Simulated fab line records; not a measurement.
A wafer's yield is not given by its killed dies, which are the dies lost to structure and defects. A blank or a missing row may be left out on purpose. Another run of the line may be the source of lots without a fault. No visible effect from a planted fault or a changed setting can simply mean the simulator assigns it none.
Problem report in the 8D (eight disciplines) form, filled by code :: flow sfqLine :: the parts of the form that need people (team, actions taken, sign-off) are left out

1. WHAT WENT WRONG
At SFQ_TRILAYER_I4_CMP_CMP_100, timeToEndpointS averages 124 s over 2 wafers from 2 lots, while fault-free wafers read 217 s, standard deviation 8.4. That is -11 standard deviations from the usual mean.
The step: polishes SiO2.
Seen first at day 56 20:09 on cmp-02, wafer L643.2. Wafers with a number at this step in the record: 42, from 14 lots. By rule, "out" or "out of limits" means more than 4 standard deviations away from the usual mean. All remaining wafers that have a number are taken as sound.

2. WHAT THIS IS AND IS NOT
question: which readings at this step
is: timeToEndpointS
is not: motorCurrentA

question: which lots
is: L643, L645
is not: L628, L629, L631, L632, L633, L634, L635, L636, L637, L641, L646, L649

question: which wafers of those lots
is: L643.2, L645.5
is not: L643.1, L643.6, L645.1, L645.6

question: read on which tools
is: cmp-02
is not: cmp-01

question: when
is: from day 56 20:09
is not: up to then (31 sound wafers); but 9 sound wafers of L643, L645, L646, L649 came after

3. WHAT RULES OUT EACH SUSPECT
Counting: if a tool at a process step up to the reading ran every lot that is out, it stays a suspect. Sound lots after the first of them don't rule it out here, since some wafers of a struck lot are sound.
- cmp-02 at SFQ_TRILAYER_I4_CMP_CMP_100 (polishes SiO2): kept. Ran every lot that is out, first one L643 (day 56 20:09); last sound lot up to then L637 (day 56 07:39). On those wafers its own readings are out: timeToEndpointS.
- Within cmp-02 at SFQ_TRILAYER_I4_CMP_CMP_100: the wafers that are out ran in chambers 0, 2; their sound lot-mates ran in chambers 1, 3.
Left after counting: cmp-02 at SFQ_TRILAYER_I4_CMP_CMP_100.

4. THE CAUSE (what the simulator had put in)
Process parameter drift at SFQ_TRILAYER_I4_CMP_CMP_100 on cmp-02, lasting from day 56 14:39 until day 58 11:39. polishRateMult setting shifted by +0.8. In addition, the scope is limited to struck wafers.
This tool alone remained once counting was done.

5. THE EFFECT CHAIN, in route order
Rows list readings where the struck wafers' mean (over those with a number) sits beyond 3 standard deviations from the usual. Scope: only readings with a usual standard deviation given in the record; hours: median across lots of the time from each lot's start at the first step in this table that gives one to its start at this step; sigmas: change in usual standard deviations.
hours: 0
step: SFQ_TRILAYER_I4_CMP_CMP_100
reading: timeToEndpointS
usual: 217 s
on struck wafers: 124
change: -92
sigmas: -11
The process steps in it:
- SFQ_TRILAYER_I4_CMP_CMP_100: polishes SiO2.

6. WHAT WOULD HAVE CAUGHT IT SOONER
First out-of-limits reading in this record: day 56 20:09, which is 6 hours after fault onset at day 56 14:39.
